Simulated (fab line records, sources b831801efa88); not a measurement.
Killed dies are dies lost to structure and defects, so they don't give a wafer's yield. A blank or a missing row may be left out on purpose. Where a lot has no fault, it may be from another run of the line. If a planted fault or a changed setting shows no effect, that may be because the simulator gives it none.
Which tool is to blame?	flow sfq line	14 lots (42 wafers sampled), 1 step of a 325-step route

== WHAT THE GAUGES READ, wafer by wafer ==
The record lacks any reading of a measuring or inspecting step that a usual standard deviation could be used to judge.

== WHAT TOOL EACH LOT RAN ON (gives the tool, then ch and the chambers of the sampled wafers, and finally the start) ==
lot	SFQ_TRILAYER_M2_BARC_OPEN_METAL_ETCH_077
L672	rie metal-02 ch 0,1, day 28 20:25
L673	rie metal-02 ch 0,1, day 30 21:44
L674	rie metal-04 ch 0,1, day 31 05:04
L677	rie metal-04 ch 0,1, day 32 12:23
L682	rie metal-02 ch 0,1, day 34 09:55
L683	rie metal-02 ch 0,1, day 34 21:55
L687	rie metal-01 ch 0,1, day 36 12:19
L689	rie metal-02 ch 0,1, day 37 22:43
L690	rie metal-01 ch 0,1, day 38 05:55
L691	rie metal-01 ch 0,1, day 39 17:29
L692	rie metal-01 ch 1, day 39 19:53
L693	rie metal-04 ch 0,1, day 39 21:06
L694	rie metal-02 ch 0, day 39 22:17
L695	rie metal-04 ch 0,1, day 40 00:41
- SFQ_TRILAYER_M2_BARC_OPEN_METAL_ETCH_077: etches BARC in O2, target depth 125 nm, time 41.7 s.

== WHAT THE TOOLS THEMSELVES READ (means of the sampled wafers that have a number; where no wafer has one, the mark that the record gives instead) ==
SFQ_TRILAYER_M2_BARC_OPEN_METAL_ETCH_077.
lot	tool	drypump motor current A (A)	oes product au (a.u.)	run length s (s)
L672	rie metal-02	5.72	0.692	70.7
L673	rie metal-02	5.81	0.687	70.3
L674	rie metal-04	5.39	0.688	69.7
L677	rie metal-04	5.41	0.691	69.6
L682	rie metal-02	5.81	0.706	68.5
L683	rie metal-02	5.72	0.725	67.5
L687	rie metal-01	5.85	0.683	69.7
L689	rie metal-02	5.73	0.681	70.4
L690	rie metal-01	5.60	0.684	70.1
L691	rie metal-01	5.59	0.680	69.7
L692	rie metal-01	6.08	0.680	69.6
L693	rie metal-04	5.40	0.684	70.0
L694	rie metal-02	5.65	0.692	70.6
L695	rie metal-04	5.30	0.686	69.5

== THE ANSWER, worked out from the rows above alone ==
Rule: usual is defined by the lots themselves. The widest of any qualifying gaps counts: lots, ordered by their means at a reading, are off when they make up no more than a third of the lots, leave a main group of 4 or more, and stand apart from it by 3 or more times the standard deviation of that group's means. The tables above print the reading to a certain number of digits; a main group whose means all agree to those digits is not used. A lot without any number at a reading at which 4 lots or more have one is off too. Where the step has rows for the other lots, those lots are counted as sound. First the gauges in route order, then the tools' own readings, where a lot's mean is used as printed above. At the first step where some lot is off, the reading lying furthest off is the one used; lots without a number count as furthest.
Off: L682, L683, at SFQ_TRILAYER_M2_BARC_OPEN_METAL_ETCH_077 (oes product au). The main group: mean 0.686 a.u., standard deviation 0.0042.
If a tool, at that step or one of the process steps before it, ran each lot that is off and ran no sound lot following the first of them, it fits. Of those tried, none fits.

== WHAT THE SIMULATOR HAD PUT IN ==
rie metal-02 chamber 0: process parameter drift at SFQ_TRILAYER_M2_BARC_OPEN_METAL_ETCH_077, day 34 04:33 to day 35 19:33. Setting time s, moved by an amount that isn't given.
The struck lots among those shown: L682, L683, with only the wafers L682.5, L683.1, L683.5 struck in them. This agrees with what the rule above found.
